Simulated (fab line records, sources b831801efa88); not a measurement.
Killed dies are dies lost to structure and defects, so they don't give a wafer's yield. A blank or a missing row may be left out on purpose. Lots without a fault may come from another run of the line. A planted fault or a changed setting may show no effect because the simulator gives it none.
One fault seen from 2 desks | flow gf180mcu | each desk has only its own numbers; what lay behind them comes last

THE TOOL OWNER'S DESK: rie_diel-03
The tool's own readings at GF_M5_ETCH_09 (etches Si3N4 in CF4/O2, target depth 52 nm, time 11.6 s): means of the sampled wafers that have a number, for each lot that ran on this tool. A lot is out of limits, marked OUT, if its mean lies more than 4 standard deviations from the usual mean; the brackets give that distance.
Columns: A = drypump_motor_current_A at GF_M5_ETCH_09, usual 5.6 A; B = oes_product_au at GF_M5_ETCH_09, usual 0.998 a.u.; C = throttle_valve_pct at GF_M5_ETCH_09, usual 5.970 %
lot  | first seen here | A   | B     | C
L670 | day 28 20:28    | 5.8 | 1.002 | 5.973
L675 | day 30 09:58    | 5.8 | 0.997 | 5.964
L685 | day 33 01:47    | 5.8 | 1.000 | 5.978
This desk's finding: nothing out of limits on any of the 3 lots.

THE METROLOGY DESK
What the gauges read, lot by lot, whatever tool the lot ran on: means of the sampled wafers that have a number. A lot is out of limits, marked OUT, if its mean lies more than 4 standard deviations from the usual mean; the brackets give that distance.
Columns: A = MIM_ALCU_RS at GF_MIM_RS_MEAS_10, usual 0.1600 ohm/sq
lot  | first seen here | A
L662 | day 24 04:55    | 0.1601
L663 | day 24 17:49    | 0.1575
L664 | day 25 00:34    | 0.1643
L665 | day 25 10:17    | 0.1596
L667 | day 26 08:54    | 0.1603
L669 | day 26 17:01    | 0.1617
L670 | day 27 04:11    | 0.1619
L671 | day 27 04:46    | 0.1563
L672 | day 27 15:48    | 0.1594
L673 | day 28 00:41    | 0.1581
L675 | day 28 21:03    | 0.1618
L685 | day 31 16:32    | 0.1613
This desk's finding: nothing out of limits on any of the 12 lots.

PUT TOGETHER
The tool owner's desk saw nothing out of limits.
The metrology desk saw nothing out of limits.

WHAT THE SIMULATOR HAD PUT IN
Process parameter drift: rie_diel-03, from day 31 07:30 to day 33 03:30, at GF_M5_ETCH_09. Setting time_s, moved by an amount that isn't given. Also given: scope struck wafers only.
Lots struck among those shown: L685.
